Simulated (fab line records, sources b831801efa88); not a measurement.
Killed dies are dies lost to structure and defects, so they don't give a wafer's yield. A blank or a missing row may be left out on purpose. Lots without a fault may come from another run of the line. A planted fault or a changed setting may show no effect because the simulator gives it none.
Chamber matching | flow sfq_line | SFQ_TRILAYER_L0_CAP_PECVD_011 on pecvd-04: 3 sister chambers
The step deposits SiO2 from SiH4/N2O, time 13.333 s, target thk 60 nm. 3 wafers are shown with their chamber, then 7 later ones without.

WAFERS WITH THEIR CHAMBER
wafer  | chamber | throttle_valve_pct (%)
L132.1 | 2       | 23.4
L133.2 | 0       | 22.9
L135.4 | 1       | 23.1

WAFERS WITHOUT THEIR CHAMBER
wafer  | throttle_valve_pct (%)
L135.5 | 23.6
L136.2 | 22.7
L136.5 | 23.9
L136.6 | 23.1
L149.3 | 23.8
L149.4 | 23.9
L149.5 | 23.4

WHICH CHAMBER EACH WENT THROUGH
wafer  | from the rows above          | in truth
L135.5 | can't be placed: 2 or 1 or 0 | 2
L136.2 | can't be placed: 0 or 1 or 2 | 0
L136.5 | can't be placed: 2 or 1 or 0 | 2
L136.6 | can't be placed: 1 or 0 or 2 | 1
L149.3 | can't be placed: 2 or 1 or 0 | 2
L149.4 | can't be placed: 2 or 1 or 0 | 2
L149.5 | can't be placed: 2 or 1 or 0 | 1
Placed correctly: 0 of 7. Can't be placed from these rows: 7 (the true chamber is among the candidates in 7). Placed wrongly: 0.
How it was worked out, from the rows above alone: a wafer's distance from a chamber is the root of the sum, over the readings, of the square of ((its reading less the chamber's mean) divided by the reading's scatter). The wafer belongs to the nearest chamber; if the next one is less than 2 further off, it can't be placed. A chamber's mean is the mean of its shown wafers. The scatter: with one shown wafer a chamber, the root of the mean of the squares of how far each hidden wafer lies from its nearest shown one.
